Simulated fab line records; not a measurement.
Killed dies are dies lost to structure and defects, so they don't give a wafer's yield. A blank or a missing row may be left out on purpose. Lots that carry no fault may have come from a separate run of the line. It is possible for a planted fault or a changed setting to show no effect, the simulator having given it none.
fab line records + flow sky130
record:
- lots: 11
- wafers: 32
- lastDay: 50
route steps=708 shown CONTACT@407 METAL1@434
lots with no fault: from the same line, run without faults
startH: the number of hours between the record's first day and the start of the first shown wafer of the lot + waitH: hours elapsed since this lot's preceding step + " unchanged from the row above + L1.1+2: several wafers, shown together as one row + - value missing, or start not given + * or withheld: withheld + < > ~ a bound
route shown NAME@n: a module of which the file shows steps, and the number in the route of the first + usual: average and standard deviation across the fault-free wafers + same: alike in all rows + chamber/n: place in a boat + sites: per-site readings + _std_site: standard deviation of those values + _edge_site: inner sites' mean taken away from outer sites' mean + radiusMm: for every site, how far away it sits from the centre of the wafer + mask NAME#n: copy n + behind: the last tool/chamber to shape the wafer + hold: reason for holding the lot/hours on hold/outcome of the hold + device: the n, p or np transistor that did not switch + end of line: tests run on the same wafers once the route is complete + for a step that has no rows: nothing shown but its recipe + killed: the dies lost at the first sort to structure and to defects; this is not the yield of the wafer + map: a wafer's dies, x killed, . not, _ none there
set.NAME: setting as actually run; set.NAME@STEP: the setting as run at that earlier step + model.NAME: the simulator's own value behind a step, which no gauge read
a sample of lots followed through the steps of the route, with each step as a table and each wafer as a row
services: when a tool's chamber went out of use (startH, in hours from the record's first day, below 0 if earlier), for how many hours, and the reason
== steps ==
step: SKY_CONTACT_THK_MEAS_01
recipe:
- reads: Si3N4_of_CONTACT_CVD_00
usual:
- CONTACT_CVD_00_THK: 75.6/1.2
| lot.wafer | tool         | chamber | startH | waitH | CONTACT_CVD_00_THK[nm] |
|-----------|--------------|---------|--------|-------|------------------------|
| L753.2    | filmMetro-01 | -       | 712.65 | -     | 75.0                   |
| L753.4    | "            | -       | "      | "     | 75.6                   |
| L753.6    | "            | -       | "      | "     | 75.9                   |
| L755.1    | filmMetro-01 | -       | 738.59 | -     | 75.6                   |
| L755.5    | "            | -       | "      | "     | 77.7                   |
| L755.6    | "            | -       | "      | "     | 76.0                   |
| L756.1    | filmMetro-01 | -       | 740.44 | -     | 74.3                   |
| L756.2    | "            | -       | "      | "     | 75.8                   |
| L756.6    | "            | -       | "      | "     | 75.6                   |
| L757.2    | filmMetro-03 | -       | 743.80 | -     | 75.6                   |
| L757.3    | "            | -       | "      | "     | 75.6                   |
| L757.5    | "            | -       | "      | "     | 76.0                   |
| L763.1    | filmMetro-01 | -       | 797.70 | -     | 75.8                   |
| L763.4    | "            | -       | "      | "     | 77.6                   |
| L766.3    | filmMetro-02 | -       | 814.27 | -     | 74.9                   |
| L766.4    | "            | -       | "      | "     | 77.6                   |
| L766.6    | "            | -       | "      | "     | 76.6                   |
| L767.3    | filmMetro-03 | -       | 817.87 | -     | 76.3                   |
| L767.4    | "            | -       | "      | "     | 76.8                   |
| L767.6    | "            | -       | "      | "     | 76.2                   |
| L771.2    | filmMetro-02 | -       | 847.65 | -     | 74.8                   |
| L771.3    | "            | -       | "      | "     | 74.1                   |
| L771.5    | "            | -       | "      | "     | 75.7                   |
| L772.4    | filmMetro-03 | -       | 857.73 | -     | 77.5                   |
| L772.5    | "            | -       | "      | "     | 77.3                   |
| L772.6    | "            | -       | "      | "     | 77.4                   |
| L774.2    | filmMetro-01 | -       | 875.05 | -     | 74.4                   |
| L774.4    | "            | -       | "      | "     | 75.7                   |
| L774.5    | "            | -       | "      | "     | 74.3                   |
| L776.1    | filmMetro-02 | -       | 883.01 | -     | 74.7                   |
| L776.4    | "            | -       | "      | "     | 75.9                   |
| L776.6    | "            | -       | "      | "     | 74.1                   |
step: SKY_METAL1_SPUTTER_00
recipe:
- material: Ti
- targetThkNm: 15
- powerW: 3000
- timeS: 10
- chamberPressurePa: 0.4
usual:
- throttleValvePct: 30.1/1.3
| lot.wafer | tool          | chamber | startH | waitH | throttleValvePct |
|-----------|---------------|---------|--------|-------|------------------|
| L753.2    | pvdSputter-01 | -       | 742.84 | 0.1   | 31.4             |
| L753.4    | "             | -       | "      | "     | 32.0             |
| L753.6    | "             | -       | "      | "     | 31.8             |
| L755.1    | pvdSputter-01 | -       | 767.58 | 0.2   | 31.5             |
| L755.5    | "             | -       | "      | "     | 31.6             |
| L755.6    | "             | -       | "      | "     | 31.9             |
| L756.1    | pvdSputter-04 | -       | 770.02 | 0.1   | 30.3             |
| L756.2    | "             | -       | "      | "     | 28.7             |
| L756.6    | "             | -       | "      | "     | 28.6             |
| L757.2    | pvdSputter-04 | -       | 772.45 | 0.1   | 29.8             |
| L757.3    | "             | -       | "      | "     | 31.0             |
| L757.5    | "             | -       | "      | "     | 30.5             |
| L763.1    | pvdSputter-04 | -       | 826.80 | 0.2   | 30.8             |
| L763.4    | "             | -       | "      | "     | 30.0             |
| L766.3    | pvdSputter-04 | -       | 843.32 | 0.1   | 30.2             |
| L766.4    | "             | -       | "      | "     | 28.9             |
| L766.6    | "             | -       | "      | "     | 30.6             |
| L767.3    | pvdSputter-03 | -       | 845.59 | 0.1   | 29.8             |
| L767.4    | "             | -       | "      | "     | 29.3             |
| L767.6    | "             | -       | "      | "     | 28.6             |
| L771.2    | pvdSputter-01 | -       | 875.99 | 0.1   | 31.3             |
| L771.3    | "             | -       | "      | "     | 29.0             |
| L771.5    | "             | -       | "      | "     | 31.6             |
| L772.4    | pvdSputter-01 | -       | 886.19 | 0.1   | 31.4             |
| L772.5    | "             | -       | "      | "     | 31.3             |
| L772.6    | "             | -       | "      | "     | 31.8             |
| L774.2    | pvdSputter-01 | -       | 902.69 | 0.2   | 32.0             |
| L774.4    | "             | -       | "      | "     | 29.1             |
| L774.5    | "             | -       | "      | "     | 32.1             |
| L776.1    | pvdSputter-03 | -       | 911.00 | 0.1   | 28.6             |
| L776.4    | "             | -       | "      | "     | 27.8             |
| L776.6    | "             | -       | "      | "     | 29.0             |
step: SKY_METAL1_SPUTTER_02
recipe:
- material: AlCu
- targetThkNm: 250
- powerW: 10600
- timeS: 13.3
- chamberPressurePa: 0.4
usual:
- throttleValvePct: 30.1/1.3
| lot.wafer | tool          | chamber | startH | waitH | throttleValvePct |
|-----------|---------------|---------|--------|-------|------------------|
| L753.2    | pvdSputter-01 | -       | 742.89 | 0.0   | 31.4             |
| L753.4    | "             | -       | "      | "     | 31.7             |
| L753.6    | "             | -       | "      | "     | 31.7             |
| L755.1    | pvdSputter-01 | -       | 767.63 | 0.0   | 31.3             |
| L755.5    | "             | -       | "      | "     | 31.6             |
| L755.6    | "             | -       | "      | "     | 32.0             |
| L756.1    | pvdSputter-04 | -       | 770.07 | 0.0   | 30.5             |
| L756.2    | "             | -       | "      | "     | 28.8             |
| L756.6    | "             | -       | "      | "     | 28.8             |
| L757.2    | pvdSputter-04 | -       | 772.50 | 0.0   | 29.9             |
| L757.3    | "             | -       | "      | "     | 31.0             |
| L757.5    | "             | -       | "      | "     | 30.5             |
| L763.1    | pvdSputter-04 | -       | 826.85 | 0.0   | 30.8             |
| L763.4    | "             | -       | "      | "     | 29.7             |
| L766.3    | pvdSputter-04 | -       | 843.37 | 0.0   | 30.3             |
| L766.4    | "             | -       | "      | "     | 29.1             |
| L766.6    | "             | -       | "      | "     | 30.5             |
| L767.3    | pvdSputter-03 | -       | 845.64 | 0.0   | 29.6             |
| L767.4    | "             | -       | "      | "     | 29.2             |
| L767.6    | "             | -       | "      | "     | 28.7             |
| L771.2    | pvdSputter-01 | -       | 876.04 | 0.0   | 31.4             |
| L771.3    | "             | -       | "      | "     | 29.3             |
| L771.5    | "             | -       | "      | "     | 31.5             |
| L772.4    | pvdSputter-01 | -       | 886.24 | 0.0   | 31.4             |
| L772.5    | "             | -       | "      | "     | 31.6             |
| L772.6    | "             | -       | "      | "     | 32.0             |
| L774.2    | pvdSputter-01 | -       | 902.74 | 0.0   | 31.7             |
| L774.4    | "             | -       | "      | "     | 29.0             |
| L774.5    | "             | -       | "      | "     | 31.9             |
| L776.1    | pvdSputter-03 | -       | 911.04 | 0.0   | 28.5             |
| L776.4    | "             | -       | "      | "     | 27.9             |
| L776.6    | "             | -       | "      | "     | 29.3             |
step: SKY_METAL1_SPUTTER_03
recipe:
- material: Ti
- targetThkNm: 5
- powerW: 3000
- timeS: 3.3
- chamberPressurePa: 0.4
usual:
- throttleValvePct: 30.1/1.3
| lot.wafer | tool          | chamber | startH | waitH | throttleValvePct |
|-----------|---------------|---------|--------|-------|------------------|
| L753.2    | pvdSputter-01 | -       | 742.91 | 0.0   | 31.4             |
| L753.4    | "             | -       | "      | "     | 32.0             |
| L753.6    | "             | -       | "      | "     | 31.9             |
| L755.1    | pvdSputter-01 | -       | 767.66 | 0.0   | 31.1             |
| L755.5    | "             | -       | "      | "     | 31.4             |
| L755.6    | "             | -       | "      | "     | 32.0             |
| L756.1    | pvdSputter-04 | -       | 770.10 | 0.0   | 30.6             |
| L756.2    | "             | -       | "      | "     | 28.7             |
| L756.6    | "             | -       | "      | "     | 28.5             |
| L757.2    | pvdSputter-04 | -       | 772.53 | 0.0   | 29.9             |
| L757.3    | "             | -       | "      | "     | 30.8             |
| L757.5    | "             | -       | "      | "     | 30.2             |
| L763.1    | pvdSputter-04 | -       | 826.88 | 0.0   | 30.9             |
| L763.4    | "             | -       | "      | "     | 29.7             |
| L766.3    | pvdSputter-04 | -       | 843.40 | 0.0   | 30.4             |
| L766.4    | "             | -       | "      | "     | 29.1             |
| L766.6    | "             | -       | "      | "     | 30.5             |
| L767.3    | pvdSputter-03 | -       | 845.66 | 0.0   | 29.6             |
| L767.4    | "             | -       | "      | "     | 29.2             |
| L767.6    | "             | -       | "      | "     | 28.7             |
| L771.2    | pvdSputter-01 | -       | 876.06 | 0.0   | 31.6             |
| L771.3    | "             | -       | "      | "     | 29.3             |
| L771.5    | "             | -       | "      | "     | 31.7             |
| L772.4    | pvdSputter-01 | -       | 886.27 | 0.0   | 31.5             |
| L772.5    | "             | -       | "      | "     | 31.4             |
| L772.6    | "             | -       | "      | "     | 32.0             |
| L774.2    | pvdSputter-01 | -       | 902.76 | 0.0   | 31.7             |
| L774.4    | "             | -       | "      | "     | 29.3             |
| L774.5    | "             | -       | "      | "     | 31.8             |
| L776.1    | pvdSputter-03 | -       | 911.07 | 0.0   | 28.7             |
| L776.4    | "             | -       | "      | "     | 27.9             |
| L776.6    | "             | -       | "      | "     | 29.1             |
step: SKY_METAL1_RS_MEAS_05
recipe:
- thkMeasGauge: four-point-probe
- reads: TiN_of_METAL1_SPUTTER_04+Ti_of_METAL1_SPUTTER_03+AlCu_of_METAL1_SPUTTER_02+TiN_of_METAL1_SPUTTER_01+Ti_of_METAL1_SPUTTER_00
usual:
- METAL1_ALCU_RS: 0.1266/0.0018
| lot.wafer | tool         | chamber | startH | waitH | hold                    | METAL1_ALCU_RS[ohm/sq] |
|-----------|--------------|---------|--------|-------|-------------------------|------------------------|
| L753.2    | filmMetro-03 | -       | 743.00 | 0.0   | -                       | 0.1247                 |
| L753.4    | "            | -       | "      | "     | -                       | 0.1245                 |
| L753.6    | "            | -       | "      | "     | -                       | 0.1243                 |
| L755.1    | filmMetro-01 | -       | 767.72 | 0.0   | -                       | 0.1263                 |
| L755.5    | "            | -       | "      | "     | -                       | 0.1263                 |
| L755.6    | "            | -       | "      | "     | -                       | 0.1281                 |
| L756.1    | filmMetro-03 | -       | 770.16 | 0.0   | -                       | 0.1265                 |
| L756.2    | "            | -       | "      | "     | -                       | 0.1284                 |
| L756.6    | "            | -       | "      | "     | -                       | 0.1288                 |
| L757.2    | filmMetro-01 | -       | 772.61 | 0.0   | -                       | 0.1311                 |
| L757.3    | "            | -       | "      | "     | -                       | 0.1290                 |
| L757.5    | "            | -       | "      | "     | -                       | 0.1300                 |
| L763.1    | filmMetro-03 | -       | 826.94 | 0.0   | awaitDispo/0.2h/release | 0.1144                 |
| L763.4    | "            | -       | "      | "     | awaitDispo/0.2h/release | 0.1175                 |
| L763.1    | filmMetro-03 | -       | 827.23 | 0.3   | -                       | 0.1142                 |
| L763.4    | "            | -       | "      | "     | -                       | 0.1177                 |
| L766.3    | filmMetro-03 | -       | 843.50 | 0.1   | awaitDispo/0.2h/release | 0.1249                 |
| L766.4    | "            | -       | "      | "     | awaitDispo/0.2h/release | 0.1176                 |
| L766.6    | "            | -       | "      | "     | awaitDispo/0.2h/release | 0.1261                 |
| L766.3    | filmMetro-03 | -       | 843.79 | 0.3   | -                       | 0.1251                 |
| L766.4    | "            | -       | "      | "     | -                       | 0.1177                 |
| L766.6    | "            | -       | "      | "     | -                       | 0.1262                 |
| L767.3    | filmMetro-03 | -       | 845.77 | 0.1   | -                       | 0.1242                 |
| L767.4    | "            | -       | "      | "     | -                       | 0.1227                 |
| L767.6    | "            | -       | "      | "     | -                       | 0.1265                 |
| L771.2    | filmMetro-04 | -       | 876.15 | 0.0   | -                       | 0.1278                 |
| L771.3    | "            | -       | "      | "     | -                       | 0.1275                 |
| L771.5    | "            | -       | "      | "     | -                       | 0.1274                 |
| L772.4    | filmMetro-04 | -       | 886.39 | 0.1   | -                       | 0.1261                 |
| L772.5    | "            | -       | "      | "     | -                       | 0.1261                 |
| L772.6    | "            | -       | "      | "     | -                       | 0.1273                 |
| L774.2    | filmMetro-03 | -       | 902.85 | 0.0   | -                       | 0.1260                 |
| L774.4    | "            | -       | "      | "     | -                       | 0.1255                 |
| L774.5    | "            | -       | "      | "     | -                       | 0.1270                 |
| L776.1    | filmMetro-03 | -       | 911.14 | 0.0   | -                       | 0.1282                 |
| L776.4    | "            | -       | "      | "     | -                       | 0.1271                 |
| L776.6    | "            | -       | "      | "     | -                       | 0.1235                 |
step: SKY_METAL1_THK_MEAS_06
recipe:
- thkMeasGauge: xrf
- reads: AlCu_of_METAL1_SPUTTER_02
usual:
- METAL1_ALCU_THK: 252/3.9
| lot.wafer | tool         | chamber | startH | waitH | hold                    | METAL1_ALCU_THK[nm] |
|-----------|--------------|---------|--------|-------|-------------------------|---------------------|
| L753.2    | filmMetro-03 | -       | 743.11 | 0.1   | -                       | 256                 |
| L753.4    | "            | -       | "      | "     | -                       | 258                 |
| L753.6    | "            | -       | "      | "     | -                       | 257                 |
| L755.1    | filmMetro-01 | -       | 767.84 | 0.1   | -                       | 252                 |
| L755.5    | "            | -       | "      | "     | -                       | 250                 |
| L755.6    | "            | -       | "      | "     | -                       | 246                 |
| L756.1    | filmMetro-03 | -       | 770.28 | 0.1   | -                       | 255                 |
| L756.2    | "            | -       | "      | "     | -                       | 251                 |
| L756.6    | "            | -       | "      | "     | -                       | 248                 |
| L757.2    | filmMetro-01 | -       | 772.72 | 0.1   | -                       | 241                 |
| L757.3    | "            | -       | "      | "     | -                       | 245                 |
| L757.5    | "            | -       | "      | "     | -                       | 245                 |
| L763.1    | filmMetro-03 | -       | 829.34 | 2.1   | awaitDispo/0.2h/release | 278                 |
| L763.4    | "            | -       | "      | "     | awaitDispo/0.2h/release | 271                 |
| L763.1    | filmMetro-03 | -       | 833.99 | 4.6   | -                       | 279                 |
| L763.4    | "            | -       | "      | "     | -                       | 270                 |
| L767.3    | filmMetro-03 | -       | 845.87 | 0.1   | -                       | 257                 |
| L767.4    | "            | -       | "      | "     | -                       | 262                 |
| L767.6    | "            | -       | "      | "     | -                       | 252                 |
| L766.3    | filmMetro-03 | -       | 850.42 | 6.6   | awaitDispo/0.2h/release | 257                 |
| L766.4    | "            | -       | "      | "     | awaitDispo/0.2h/release | 273                 |
| L766.6    | "            | -       | "      | "     | awaitDispo/0.2h/release | 252                 |
| L766.3    | filmMetro-03 | -       | 850.65 | 0.2   | -                       | 257                 |
| L766.4    | "            | -       | "      | "     | -                       | 271                 |
| L766.6    | "            | -       | "      | "     | -                       | 255                 |
| L771.2    | filmMetro-04 | -       | 876.26 | 0.1   | -                       | 252                 |
| L771.3    | "            | -       | "      | "     | -                       | 252                 |
| L771.5    | "            | -       | "      | "     | -                       | 252                 |
| L772.4    | filmMetro-04 | -       | 886.48 | 0.1   | -                       | 257                 |
| L772.5    | "            | -       | "      | "     | -                       | 256                 |
| L772.6    | "            | -       | "      | "     | -                       | 253                 |
| L774.2    | filmMetro-03 | -       | 902.96 | 0.1   | -                       | 252                 |
| L774.4    | "            | -       | "      | "     | -                       | 255                 |
| L774.5    | "            | -       | "      | "     | -                       | 252                 |
| L776.1    | filmMetro-03 | -       | 911.26 | 0.1   | -                       | 249                 |
| L776.4    | "            | -       | "      | "     | -                       | 250                 |
| L776.6    | "            | -       | "      | "     | -                       | 259                 |
== services ==
| tool          | chamber | startH | hours | kind   |
|---------------|---------|--------|-------|--------|
| pvdSputter-03 | -       | 740.80 | 35.9  | repair |
| pvdSputter-04 | -       | 880.82 | 6.8   | repair |
| pvdSputter-04 | -       | 901.89 | 15.8  | repair |
| pvdSputter-01 | -       | 906.76 | 4.3   | repair |
== key ==
firstSign:
- step: SKY_METAL1_RS_MEAS_05
- reading: visit
- direction: added
effect:
- step: SKY_METAL1_RS_MEAS_05
- reading: METAL1_ALCU_RS
- direction: down
- sigmas: 5.6
- usual: 0.1266
- struck: 0.1165
effect:
- step: SKY_METAL1_THK_MEAS_06
- reading: visit
- direction: added
effect:
- step: SKY_METAL1_THK_MEAS_06
- reading: METAL1_ALCU_THK
- direction: up
- sigmas: 5.6
- usual: 252
- struck: 274
metAt SKY_METAL1_SPUTTER_02
struckLots L763,L766
struckWafers L763.1,L763.4,L766.4
notActingAt SKY_CONTACT_THK_MEAS_01,SKY_METAL1_SPUTTER_00,SKY_METAL1_SPUTTER_03
onsetBetween 772.50 826.85
fault:
- kind: processParameterDrift
- tool: pvdSputter-04
- chamber: -
- onsetH: 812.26
- steps: SKY_METAL1_SPUTTER_02
- channel: timeS
- offset: *
- shape: step
- endH: 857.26
- scope: struckWafersOnly
- actsIn: *
- stated: *
